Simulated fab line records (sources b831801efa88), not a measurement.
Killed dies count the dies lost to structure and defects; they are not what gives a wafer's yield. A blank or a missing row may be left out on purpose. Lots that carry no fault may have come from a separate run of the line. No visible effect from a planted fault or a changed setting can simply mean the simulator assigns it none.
Which tool was responsible?	flow gf180mcu	36 wafers from 12 lots sampled at 6 of the route's 602 steps

## WHAT THE GAUGES SHOWED, per wafer
GF_VT_IMPLANT_RS_MEAS_47: uses a four-point probe to measure. Usual: for NWELL_RS the level is 487.4 ohm/sq and the standard deviation is 1.2.
lot	measured	on	NWELL_RS (ohm/sq)	flag
L187	day 9 03:44	film metro-03	486.4 486.3 486.7	
L188	day 9 13:54	film metro-04	487.6 489.5 489.1	
L189	day 9 16:41	film metro-04	486.7 487.6 486.6	
L190	day 9 17:35	film metro-03	487.4 487.8 487.2	
L191	day 10 02:17	film metro-01	488.8 487.9 487.6	
L192	day 10 03:06	film metro-03	487.7 486.6 485.7	
L193	day 10 19:02	film metro-01	485.5 484.3 484.5	
L201	day 12 16:09	film metro-03	487.8 487.4 487.1	
L202	day 12 22:04	film metro-01	488.4 487.1 487.8	
L203	day 13 04:32	film metro-03	486.8 486.7 486.0	
L204	day 13 13:07	film metro-03	488.5 487.4 487.7	
L206	day 14 02:30	film metro-03	487.3 485.9 487.7	

GF_VT_IMPLANT_RS_MEAS_49: uses a four-point probe to measure. Usual: for MVPSD_RS the level is 1168 ohm/sq and the standard deviation is 3.
lot	measured	on	MVPSD_RS (ohm/sq)	flag
L187	day 9 03:59	film metro-03	1169 1166 1169	
L188	day 9 14:08	film metro-04	1174 1175 1175	
L189	day 9 16:56	film metro-04	1166 1167 1168	
L190	day 9 17:50	film metro-03	1167 1168 1170	
L191	day 10 02:32	film metro-01	1166 1165 1163	
L192	day 10 03:20	film metro-03	1166 1167 1167	
L193	day 10 19:17	film metro-01	1163 1167 1167	
L201	day 12 16:23	film metro-03	1169 1168 1173	
L202	day 12 22:19	film metro-01	1167 1165 1168	
L203	day 13 04:47	film metro-03	1169 1170 1167	
L204	day 13 13:22	film metro-03	1170 1163 1164	
L206	day 14 02:44	film metro-03	1166 1169 1170	

GF_HV_LDD_OVL_MEAS_08. Usual: for HV_LDD_OVL the level is 0.4 nm and the standard deviation is 1.5.
lot	measured	on	HV_LDD_OVL (nm)	flag
L187	day 11 18:22	overlay-02	0.7 0.2 -1.7	
L188	day 12 04:30	overlay-01	1.2 -0.1 0.6	
L189	day 12 07:45	overlay-01	1.4 0.0 -1.0	
L190	day 12 07:28	overlay-01	-1.7 -2.0 -0.8	
L191	day 12 19:04	overlay-02	-2.3 -0.5 -0.1	
L192	day 12 20:18	overlay-02	2.5 1.8 0.2	
L193	day 13 12:01	overlay-01	-0.7 0.7 1.2	
L201	day 15 19:25	overlay-02	-0.8 0.7 0.9	
L202	day 15 20:42	overlay-01	-0.7 -0.3 -0.1	
L203	day 16 05:30	overlay-01	0.8 1.7 1.3	
L204	day 16 16:34	overlay-02	0.5 0.2 0.3	
L206	day 17 01:59	overlay-01	0.6 2.5 0.6	

GF_HV_LDD_TW_MEAS_50. Usual: for HV_LDD_4_TW the level is 569 and the standard deviation is 5.9.
lot	measured	on	HV_LDD_4_TW	flag
L187	day 14 06:11	film metro-03	575 576 574	
L188	day 14 17:08	film metro-04	571 570 570	
L189	day 14 21:32	film metro-04	568 567 570	
L190	day 14 20:49	film metro-01	559 560 559	
L191	day 15 10:19	film metro-04	30 30 30	OFF
L192	day 15 11:56	film metro-01	30 30 30	OFF
L193	day 16 04:26	film metro-04	30 30 30	OFF
L201	day 18 18:07	film metro-01	562 563 563	
L202	day 18 20:44	film metro-04	570 567 567	
L203	day 19 05:38	film metro-04	571 573 572	
L204	day 19 17:32	film metro-03	578 574 579	
L206	day 20 02:47	film metro-03	572 575 574	

## WHAT TOOL EACH LOT RAN ON (gives the tool, then ch and the chambers of the sampled wafers, and finally the start)
lot	GF_HV_LDD_STRIP_37	GF_HV_LDD_STRIP_49
L187	plasma asher-04 ch 0,1, day 13 09:29	plasma asher-01 ch 0,1, day 14 06:05
L188	plasma asher-04 ch 0,1, day 13 20:26	plasma asher-01 ch 0,1, day 14 17:02
L189	plasma asher-03 ch 0,1, day 14 00:26	plasma asher-04 ch 0,1, day 14 21:26
L190	plasma asher-04 ch 0,1, day 13 23:50	plasma asher-01 ch 0,1, day 14 20:43
L191	plasma asher-04 ch 0,1, day 14 12:28	plasma asher-03 ch 0,1, day 15 10:13
L192	plasma asher-03 ch 0,1, day 14 14:05	plasma asher-01 ch 1, day 15 11:50
L193	plasma asher-01 ch 0,1, day 15 06:25	plasma asher-03 ch 0,1, day 16 04:16
L201	plasma asher-03 ch 0,1, day 17 18:22	plasma asher-03 ch 0,1, day 18 18:01
L202	plasma asher-04 ch 0,1, day 17 19:41	plasma asher-01 ch 0,1, day 18 20:38
L203	plasma asher-01 ch 0,1, day 18 04:38	plasma asher-04 ch 0,1, day 19 05:32
L204	plasma asher-03 ch 0,1, day 18 16:14	plasma asher-03 ch 0, day 19 17:26
L206	plasma asher-01 ch 1, day 19 01:41	plasma asher-01 ch 0,1, day 20 02:41
- GF_HV_LDD_STRIP_37: strips in O2/N2.
- GF_HV_LDD_STRIP_49: strips in O2/N2.

## WHAT THE TOOLS THEMSELVES READ (means of the sampled wafers that have a number; where no wafer has one, the mark that the record gives instead)
GF_HV_LDD_STRIP_37. Usual: chamber pressure mTorr 1500.0 mTorr, standard deviation 1.3; drypump motor current A 6.3 A, standard deviation 0.46; heater power w 343 W, standard deviation 29; oes product au 0.715 a.u., standard deviation 0.0044; strip time to endpoint s 12.62 s, standard deviation 0.038.
lot	tool	chamber pressure mTorr (mTorr)	drypump motor current A (A)	heater power w (W)	oes product au (a.u.)	strip time to endpoint s (s)	flag
L187	plasma asher-04	1499.6	5.7	351	0.711	12.60	
L188	plasma asher-04	1500.9	6.1	380	0.717	12.61	
L189	plasma asher-03	1499.8	6.7	320	0.711	12.59	
L190	plasma asher-04	1499.9	6.1	375	0.713	12.56	
L191	plasma asher-04	-	-	-	-	-	OFF
L192	plasma asher-03	-	-	-	-	-	OFF
L193	plasma asher-01	-	-	-	-	-	OFF
L201	plasma asher-03	1498.7	6.6	338	0.715	12.65	
L202	plasma asher-04	1500.5	5.7	356	0.711	12.59	
L203	plasma asher-01	1499.8	6.3	327	0.715	12.59	
L204	plasma asher-03	1499.7	6.6	325	0.718	12.63	
L206	plasma asher-01	1499.0	6.2	321	0.716	12.64	

GF_HV_LDD_STRIP_49. Usual: chamber pressure mTorr 1500.0 mTorr, standard deviation 1.5; drypump motor current A 6.2 A, standard deviation 0.44; heater power w 343 W, standard deviation 28; oes product au 0.716 a.u., standard deviation 0.0046; strip time to endpoint s 12.62 s, standard deviation 0.032.
lot	tool	chamber pressure mTorr (mTorr)	drypump motor current A (A)	heater power w (W)	oes product au (a.u.)	strip time to endpoint s (s)	flag
L187	plasma asher-01	1501.5	6.3	328	0.714	12.60	
L188	plasma asher-01	1501.6	6.3	341	0.712	12.63	
L189	plasma asher-04	1500.6	5.7	356	0.716	12.61	
L190	plasma asher-01	1501.0	6.3	345	0.716	12.59	
L191	plasma asher-03	1499.6	6.6	334	0.717	27.53	OFF
L192	plasma asher-01	1500.3	6.3	321	0.720	27.67	OFF
L193	plasma asher-03	1499.9	6.6	334	0.719	27.57	OFF
L201	plasma asher-03	1500.5	6.7	317	0.713	12.59	
L202	plasma asher-01	1500.1	6.2	335	0.716	12.60	
L203	plasma asher-04	1500.3	6.1	366	0.718	12.65	
L204	plasma asher-03	1502.3	6.7	310	0.719	12.57	
L206	plasma asher-01	1500.2	6.3	331	0.721	12.64	

## THE ANSWER, worked out from the rows above alone
Rule: a lot is off if the mean of its wafers that have a number lies more than 3 standard deviations from the usual mean. A lot without any number at a reading at which 4 lots or more have one is off too. Any other lot the step has rows for is counted as sound. First the gauges in route order, then the tools' own readings, where a lot's mean is used as printed above. The first step at which some lot is off is used, and at that step the reading that is off furthest; a lot without a number counts as furthest.
Off: L191, L192, L193, at GF_HV_LDD_TW_MEAS_50 (HV_LDD_4_TW).
A tool fits if, at a process step before that reading, it ran every lot that is off, and no sound lot after the first of them. The gauges at GF_HV_LDD_TW_MEAS_50 aren't tried: what is off there is off at GF_HV_LDD_STRIP_37 too, on other tools, and a gauge's error can't cause that. None of those tried fits.

## WHAT THE SIMULATOR HAD PUT IN
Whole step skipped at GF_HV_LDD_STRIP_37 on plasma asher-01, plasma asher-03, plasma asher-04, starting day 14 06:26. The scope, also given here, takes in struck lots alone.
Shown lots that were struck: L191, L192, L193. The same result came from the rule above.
